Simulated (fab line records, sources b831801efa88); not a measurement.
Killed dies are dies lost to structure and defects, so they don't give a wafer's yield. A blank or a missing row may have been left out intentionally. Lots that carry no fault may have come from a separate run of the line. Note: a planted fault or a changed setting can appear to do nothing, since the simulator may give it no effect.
Which of the tools did it? -- flow sky130 -- Sampling: 6 lots, 17 wafers, 2 of 708 route steps

== WHAT THE GAUGES SHOWED, per wafer ==
SKY_NWELL_TW_MEAS_15.
lot,measured,on,NWELL_TW
L642,day 4 21:02,filmMetro-02,1814 1819 1829
L644,day 5 05:00,filmMetro-01,1839 1832 1842
L649,day 6 10:45,filmMetro-04,1839 1812 1824
L651,day 7 00:32,filmMetro-02,1832 1824 1834
L654,day 7 21:51,filmMetro-02,1825 1816 1815
L658,day 8 21:09,filmMetro-01,1818 1821

== TOOL THAT RAN EACH LOT (tool first, then ch and the chambers of the sampled wafers, then the start) ==
lot,SKY_DNWELL_STRIP_08
L642,"plasmaAsher-01 ch 0,1, day 3 11:47"
L644,"plasmaAsher-01 ch 0,1, day 3 18:13"
L649,"plasmaAsher-03 ch 0,1, day 4 22:07"
L651,"plasmaAsher-04 ch 0,1, day 5 10:34"
L654,"plasmaAsher-01 ch 0,1, day 6 05:37"
L658,"plasmaAsher-04 ch 0,1, day 7 03:28"
- SKY_DNWELL_STRIP_08: strips in O2/N2.

== THE ANSWER, worked out from the rows above alone ==
Rule: the usual values come from the lots themselves. The widest of any qualifying gaps counts: lots, ordered by their means at a reading, are off when they make up no more than a third of the lots, leave a main group of 4 or more, and stand apart from it by 3 or more times the standard deviation of that group's means. A main group is skipped when, at the precision printed for the reading in the tables above, its means are all equal. A lot without any number at a reading at which 4 lots or more have one is off too. The other lots that the step has rows for count as sound.
No lot is off on any of the readings shown, so nothing can be concluded from this.

== WHAT THE SIMULATOR HAD INSERTED ==
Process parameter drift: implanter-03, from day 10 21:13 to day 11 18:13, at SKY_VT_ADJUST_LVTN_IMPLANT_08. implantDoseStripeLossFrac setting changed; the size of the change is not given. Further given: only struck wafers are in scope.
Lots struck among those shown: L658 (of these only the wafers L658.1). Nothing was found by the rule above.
